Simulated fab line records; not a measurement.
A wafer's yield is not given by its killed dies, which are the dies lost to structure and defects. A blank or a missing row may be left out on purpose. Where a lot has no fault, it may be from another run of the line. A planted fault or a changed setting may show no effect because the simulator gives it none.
Struck lot and sound lot, side by side | flow sky130 | 35 out of 708 route steps
Sound: these wafers, L522.1, L522.2, L522.5. Struck: wafer L516.3 (L516.1, L516.2, from the same lot, were not struck and are left out); the cause is given at the end.
At each step with rows: each side's tool, then ch and its chambers, then its first start. Under that, the readings that differ: sound wafers | struck wafers | difference of the means | sigmas: that difference in standard deviations of wafers without a fault.
alike: words and numbers the same on both sides, and readings whose means are apart by under 2 such deviations; not compared: readings that were withheld, readings missing a value for some wafer, numbers with overlapping values and no deviation given by the record, and bounds like >300 which may hide the same value.
Wherever a step has rows on one side only, a row that says differs or no value, or a row with sigmas, the two part there. Non-overlapping numbers with no deviation appear without sigmas and do not part them. Lack of a reading on every wafer of one side parts them only where that side has two or more wafers.

first, 10 steps without rows for these wafers: SKY_VIA1_STRIP_16 (strips in O2/N2); SKY_VIA1_STRIP_17 (strips in post etch residue remover, time 1200 s); SKY_VIA1_CLEAN_18 (cleans in IPA, time 180 s); SKY_VIA1_CLEAN_19 (cleans in O3/DIW); SKY_VIA1_SPUTTER_20 (material TiN, target thk 20 nm, time 80 s); SKY_VIA1_CVD_21 (deposits W, target thk 270 nm, time 80.902 s); SKY_VIA1_CMP_24 (polishes, stops on SiO2, t overpolish 15 s, target thk 0 nm); SKY_METAL2_SPUTTER_00 (material Ti, target thk 15 nm, time 10 s); SKY_METAL2_SPUTTER_01 (material TiN, target thk 20 nm, time 16.7 s); SKY_METAL2_SPUTTER_02 (material AlCu, target thk 250 nm, time 13.3 s).
SKY_METAL2_SPUTTER_03: material Ti, target thk 5 nm, time 3.3 s.
  struck on pvd-sputter-03, day 37 06:53; sound on pvd-sputter-03, day 39 19:30
  alike: chamber-pressure-pa, throttle-valve-pct
then, 23 steps without rows for these wafers: SKY_METAL2_SPUTTER_04 (material TiN, target thk 70 nm, time 58.3 s); SKY_METAL2_DEHYDRATE_07 (time 60 s); SKY_METAL2_HMDS_08 (prime time 60 s); SKY_METAL2_COAT_09 (resist thk 60 nm); SKY_METAL2_COAT_10 (resist thk 450 nm); SKY_METAL2_SOFTBAKE_11 (time 90 s); SKY_METAL2_EXPOSE_12 (exposes mask MM2, target cd 140 nm); SKY_METAL2_PEB_13; SKY_METAL2_DEVELOP_14 (develop time 60 s); SKY_METAL2_DESCUM_17 (chemistry O2, time 8 s); SKY_METAL2_ETCH_18 (etches BARC in N2/H2, stops on SiO2, time 45.9 s, target depth 60 nm); SKY_METAL2_METAL_ETCH_19 (etches the open film in Cl2/BCl3, stops on SiO2, target depth 360 nm, time 78 s); SKY_METAL2_STRIP_20 (strips in O2/N2); SKY_METAL2_STRIP_21 (strips in post etch residue remover, time 1200 s); SKY_METAL2_CLEAN_22 (cleans in IPA, time 180 s); SKY_METAL2_CLEAN_23 (cleans in O3/DIW); SKY_VIA2_HDPCVD_00 (deposits SiO2, target thk 1180 nm, time 196.7 s); SKY_VIA2_CMP_02 (polishes SiO2); SKY_VIA2_DEHYDRATE_04 (time 60 s); SKY_VIA2_HMDS_05 (prime time 60 s); SKY_VIA2_COAT_06 (resist thk 60 nm); SKY_VIA2_COAT_07 (resist thk 450 nm); SKY_VIA2_SOFTBAKE_08 (time 90 s).
-- the record jumps here: 11 days lie between the struck wafers' starts before and after (it left off in module VIA2 and takes up again in module PAD_OPEN, whose first step shown is number 708 of the route) --
SKY_PAD_OPEN_PROBE_99:
  struck on prober-02, day 48 11:04; sound on prober-01, day 50 04:43
  reading                               | sound             | struck | difference | sigmas
  killed_at_M0_to_M3                    | 42 48 43          | 68     | +24        | +3
  killed-open                           | 56 51 47          | 36     | -15        | -2
  model.etest.tester.sort-n-pass        | 398 414 409       | 395    | -12        |
  model.etest.tester.sort-yield-pct (%) | 80.89 84.15 83.13 | 80.28  | -2.44      |
  model.etest.tester.sort_bin_5_pct (%) | 12.2 10.77 11.99  | 12.8   | +1.1       |
  alike: defect-limited-yield, killed_at_M4_up, killed-at-contacts, killed-at-front-end, killed-at-other, killed-dies, killed-short, sort_bin_3_pad_short, sort_bin_5_function, sort_bin_6_memory, sort-n-pass, sort-yield-pct
  not compared: model.etest.tester.sort_bin_3_pct

## WHERE THEY PART
At SKY_PAD_OPEN_PROBE_99 and nowhere else, as far as this record goes.

WHY: whatever the simulator had introduced
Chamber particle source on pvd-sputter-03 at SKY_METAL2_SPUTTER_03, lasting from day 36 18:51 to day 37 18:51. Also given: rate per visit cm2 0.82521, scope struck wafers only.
